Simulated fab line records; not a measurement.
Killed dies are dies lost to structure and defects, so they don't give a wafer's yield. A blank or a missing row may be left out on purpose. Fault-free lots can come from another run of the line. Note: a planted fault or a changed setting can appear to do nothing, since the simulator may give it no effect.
Matching of chambers    flow gf180mcu    3 sister chambers for GF_V2_CVD_02 on pecvd-03
The step deposits SiO2 from TEOS, target thk 850 nm, time 94.851 s. 6 wafers are shown with their chamber, then 11 later ones without.

WAFERS PAIRED WITH THEIR CHAMBERS
wafer   chamber  heater-power-w (W)
L085.1  2        643
L085.3  0        922
L085.4  2        716
L085.5  0        726
L085.6  1        770
L089.1  1        723

WAFERS WITH NO CHAMBER GIVEN
wafer   heater-power-w (W)
L089.2  771
L089.3  700
L093.2  730
L093.4  730
L093.5  698
L094.2  775
L094.5  920
L094.6  706
L095.1  687
L095.3  787
L095.6  862

EACH ONE'S CHAMBER
wafer   from the rows above           in truth
L089.2  can't be placed: 1 or 0 or 2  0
L089.3  can't be placed: 2 or 1 or 0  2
L093.2  can't be placed: 1 or 2 or 0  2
L093.4  can't be placed: 1 or 2 or 0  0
L093.5  can't be placed: 2 or 1 or 0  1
L094.2  can't be placed: 1 or 0 or 2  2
L094.5  can't be placed: 0 or 1 or 2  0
L094.6  can't be placed: 2 or 1 or 0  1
L095.1  can't be placed: 2 or 1 or 0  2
L095.3  can't be placed: 0 or 1 or 2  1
L095.6  can't be placed: 0 or 1 or 2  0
Correctly placed: 0 of 11. Not placeable from these rows: 11 (in 11, the candidates include the true chamber). Wrongly placed: 0.
How it was worked out, from the rows above alone: a wafer's distance from a chamber is the root of the sum, over the readings, of the square of ((its reading less the chamber's mean) divided by the reading's scatter). If the next closest chamber is less than 2 further off than the closest, the wafer can't be placed; otherwise it belongs to the closest. For every chamber, the mean is computed from those of its wafers that are shown. How the scatter is found: for the shown wafers, subtract from each reading the mean of its chamber, square and add these, divide the total by (wafers less chambers), then take the root.
